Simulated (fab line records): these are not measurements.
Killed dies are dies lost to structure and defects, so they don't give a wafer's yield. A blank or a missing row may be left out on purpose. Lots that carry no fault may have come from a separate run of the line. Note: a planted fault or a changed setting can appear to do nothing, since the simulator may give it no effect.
Comparing a struck lot with a sound one + flow gf180mcu + 16 steps out of a route of 602
Sound: these wafers, L751.1, L751.5, L751.6. Struck: wafers L763.1, L763.5 (left out: L763.6, a lot-mate that was not struck); the cause follows at the end.
Order at every step that has rows: each side's tool, ch and its chambers, its first start. Under that, the readings that differ: sound wafers + struck wafers + difference of the means + sigmas: that difference in standard deviations of wafers without a fault.
alike: same words and numbers on both sides, and readings whose means sit less than 2 such deviations apart. not compared: any withheld reading, any reading some wafer has no value for, any bound like >300 that may hide the same value, and any number with overlapping values for which the record gives no deviation.
Wherever a step has rows on one side only, a row that says differs or no value, or a row with sigmas, the two part there. Numbers that don't overlap but have no deviation are shown without sigmas and don't part them. Lack of a reading on every wafer of one side parts them only where that side has two or more wafers.

GF_TOP_METAL_SPUTTER_04: material TiN, target thk 25 nm, time 20.8 s.
  sound on pvdSputter-04 at day 27 20:46; struck on pvdSputter-04 at day 31 11:48
  alike: chamberPressurePa, throttleValvePct
GF_TOP_METAL_RS_MEAS_05: the measuring method here is four-point-probe.
  sound on filmMetro-03 at day 27 20:47; struck on filmMetro-03 at day 31 11:50
  alike: TOP_METAL_ALCU_RS
GF_TOP_METAL_THK_MEAS_06: measures by xrf.
  sound on filmMetro-03 at day 27 20:55; struck on filmMetro-03 at day 31 11:57
  alike: TOP_METAL_ALCU_THK
then, 7 steps without rows for these wafers: GF_TOP_METAL_DEHYDRATE_07 (time 60 s); GF_TOP_METAL_HMDS_08 (prime time 60 s); GF_TOP_METAL_COAT_09 (resist thk 1500 nm); GF_TOP_METAL_SOFTBAKE_10 (time 60 s); GF_TOP_METAL_EXPOSE_11 (exposes mask MetalTop, target cd 440 nm); GF_TOP_METAL_PEB_12; GF_TOP_METAL_DEVELOP_13 (develop time 60 s).
GF_TOP_METAL_CD_MEAS_14: target cd 440 nm.
  sound on cdSem-02 at day 28 15:34; struck on cdSem-02 at day 32 04:25
  alike: cdNm
GF_TOP_METAL_OVL_MEAS_15:
  sound on overlay-02 at day 28 15:41; struck on overlay-01 at day 32 04:32
| reading            | sound          | struck  | difference | sigmas |
|--------------------|----------------|---------|------------|--------|
| TOP_METAL_OVL (nm) | -4.3 -4.1 -4.1 | 1.3 0.2 | +4.9       | +3     |
GF_TOP_METAL_METAL_ETCH_16: etches the open film in Cl2/BCl3, stops on SiO2, target depth 1197 nm, time 199.5 s.
  sound on rieMetal-04 ch 0, day 28 15:44; struck on rieMetal-02 ch 1, day 32 04:35
| reading                                       | sound                | struck        | difference | sigmas |
|-----------------------------------------------|----------------------|---------------|------------|--------|
| rfFwdPowerW (W)                               | 797.9 796.5 798.8    | 923.2 923.1   | +125.4     | +57    |
| throttleValvePct (%)                          | 28.230 28.237 28.243 | 28.208 28.222 | -0.022     | -2     |
| model.NOVOLAK_of_TOP_METAL_COAT_09.thkNm (nm) | 1025 1020 1019       | 939.8 940.6   | -81.1      |        |
  alike: chamberPressureMTorr, drypumpMotorCurrentA, oesProductAu
  not compared: rfHoursCounterH
GF_TOP_METAL_STRIP_17: strips in O2/N2.
  sound on plasmaAsher-02 ch 0,1, day 28 16:07; struck on plasmaAsher-02 ch 0,1, day 32 04:46
| reading                  | sound             | struck      | difference | sigmas |
|--------------------------|-------------------|-------------|------------|--------|
| stripTimeToEndpointS (s) | 12.95 12.89 12.90 | 12.04 12.02 | -0.88      | -10    |
  alike: chamberPressureMTorr, drypumpMotorCurrentA, heaterPowerW, oesProductAu
  not compared: rfHoursCounterH
then, 1 step without rows for these wafers: GF_TOP_METAL_STRIP_18 (strips in post etch residue remover, time 1200 s).
GF_PASSIVATION_PROBE_99:
  the record has rows for the struck wafers here (prober-01, day 32 23:58) and none for the sound ones

WHERE THEY PART
Last at GF_PASSIVATION_PROBE_99 as far as this record goes, first at GF_TOP_METAL_OVL_MEAS_15.

WHY: what the simulator had put in
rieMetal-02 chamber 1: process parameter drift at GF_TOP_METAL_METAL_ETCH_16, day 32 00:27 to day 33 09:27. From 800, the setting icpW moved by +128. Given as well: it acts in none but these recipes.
